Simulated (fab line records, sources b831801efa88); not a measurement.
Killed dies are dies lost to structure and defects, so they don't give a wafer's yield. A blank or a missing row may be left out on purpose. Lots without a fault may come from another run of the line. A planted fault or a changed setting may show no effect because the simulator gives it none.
Chamber matching | flow gf180mcu | GF_V4_CVD_02 on pecvd-02: 3 sister chambers
The step deposits SiO2 from TEOS, target thk 850 nm, time 94.851 s. 14 wafers are shown with their chamber, then 7 later ones without.

WAFERS WITH THEIR CHAMBER
wafer  | chamber | heater_power_w (W) | heater_power_outer_w (W) | susceptor_temp_C (C)
L074.2 | 1       | 639                | 385                      | 400.36
L074.3 | 2       | 502                | 308                      | 399.93
L074.6 | 1       | 659                | 412                      | 399.77
L078.1 | 2       | 589                | 371                      | 399.96
L078.3 | 0       | 774                | 440                      | 399.95
L078.4 | 2       | 469                | 284                      | 399.92
L083.4 | 0       | 860                | 513                      | 400.21
L083.5 | 2       | 581                | 349                      | 400.08
L083.6 | 1       | 668                | 411                      | 399.49
L086.2 | 0       | 771                | 424                      | 399.91
L086.5 | 2       | 502                | 288                      | 400.22
L086.6 | 1       | 640                | 403                      | 399.76
L091.1 | 1       | 689                | 437                      | 399.89
L091.3 | 2       | 502                | 298                      | 399.62

SIGNATURES (means of the wafers above)
reading              | chamber 0 | chamber 1 | chamber 2 | scatter within a chamber
heater_power_w       | 801.67    | 659.00    | 524.17    | 41.3
heater_power_outer_w | 459.00    | 409.60    | 316.33    | 33.3
susceptor_temp_C     | 400.0233  | 399.8540  | 399.9550  | 0.245
Rule: a wafer's distance from a chamber is the root of the sum, over the readings, of the square of ((its reading less the chamber's mean) divided by the reading's scatter). The wafer belongs to the nearest chamber; if the next one is less than 2 further off, it can't be placed. The scatter: the root of (the sum of the squares of (reading less its chamber's mean) over the shown wafers, divided by (wafers less chambers)).

WAFERS WITHOUT THEIR CHAMBER
wafer  | heater_power_w (W) | heater_power_outer_w (W) | susceptor_temp_C (C)
L091.4 | 862                | 518                      | 399.99
L093.1 | 849                | 503                      | 400.23
L093.3 | 611                | 384                      | 399.88
L093.6 | 511                | 297                      | 399.74
L095.1 | 584                | 355                      | 400.01
L095.3 | 673                | 435                      | 400.18
L095.6 | 609                | 380                      | 400.13

WHICH CHAMBER EACH WENT THROUGH
wafer  | from the rows above     | in truth
L091.4 | 0                       | 0
L093.1 | 0                       | 0
L093.3 | can't be placed: 1 or 2 | 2
L093.6 | 2                       | 2
L095.1 | can't be placed: 2 or 1 | 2
L095.3 | can't be placed: 1 or 0 | 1
L095.6 | can't be placed: 1 or 2 | 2
Placed correctly: 3 of 7. Can't be placed from these rows: 4 (the true chamber is among the candidates in 4). Placed wrongly: 0.
